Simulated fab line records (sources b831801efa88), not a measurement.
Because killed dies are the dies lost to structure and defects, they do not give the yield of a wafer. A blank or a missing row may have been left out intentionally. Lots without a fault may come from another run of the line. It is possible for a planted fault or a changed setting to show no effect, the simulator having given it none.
Chamber matching | flow sky130 | SKY_VIA3_CMP_02 on cmp-01 has 4 sister chambers
The step polishes SiO2. 4 wafers are shown with their chamber, then 9 later ones without.

== WAFERS PAIRED WITH THEIR CHAMBERS ==
wafer  | chamber | motor-current-A (A)
L612.1 | 3       | 12.5
L615.1 | 2       | 12.3
L615.4 | 1       | 14.6
L615.5 | 0       | 13.4

== WAFERS WITH NO CHAMBER GIVEN ==
wafer  | motor-current-A (A)
L617.1 | 12.9
L617.2 | 13.0
L617.5 | 12.5
L621.1 | 13.4
L621.3 | 14.9
L621.5 | 13.7
L627.2 | 12.6
L627.4 | 13.2
L627.5 | 14.2

== WHICH CHAMBER EACH ONE RAN IN ==
wafer  | from the rows above          | in truth
L617.1 | can't be placed: 3 or 0 or 2 | 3
L617.2 | can't be placed: 0 or 3 or 2 | 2
L617.5 | can't be placed: 3 or 2      | 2
L621.1 | 0                            | 0
L621.3 | 1                            | 1
L621.5 | 0                            | 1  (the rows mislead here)
L627.2 | can't be placed: 3 or 2      | 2
L627.4 | can't be placed: 0 or 3      | 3
L627.5 | can't be placed: 1 or 0      | 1
Placed correctly: 2 of 9. Cannot be placed on the basis of these rows: 6; the candidates contain the true chamber in 6. Placed wrongly: 1.
How it was worked out, from the rows above alone: a wafer's distance from a chamber is the root of the sum, over the readings, of the square of ((its reading less the chamber's mean) divided by the reading's scatter). The wafer belongs to the nearest chamber; if the next one is less than 2 further off, it can't be placed. A chamber's mean is the mean of its shown wafers. The scatter: with one shown wafer a chamber, the root of the mean of the squares of how far each hidden wafer lies from its nearest shown one.
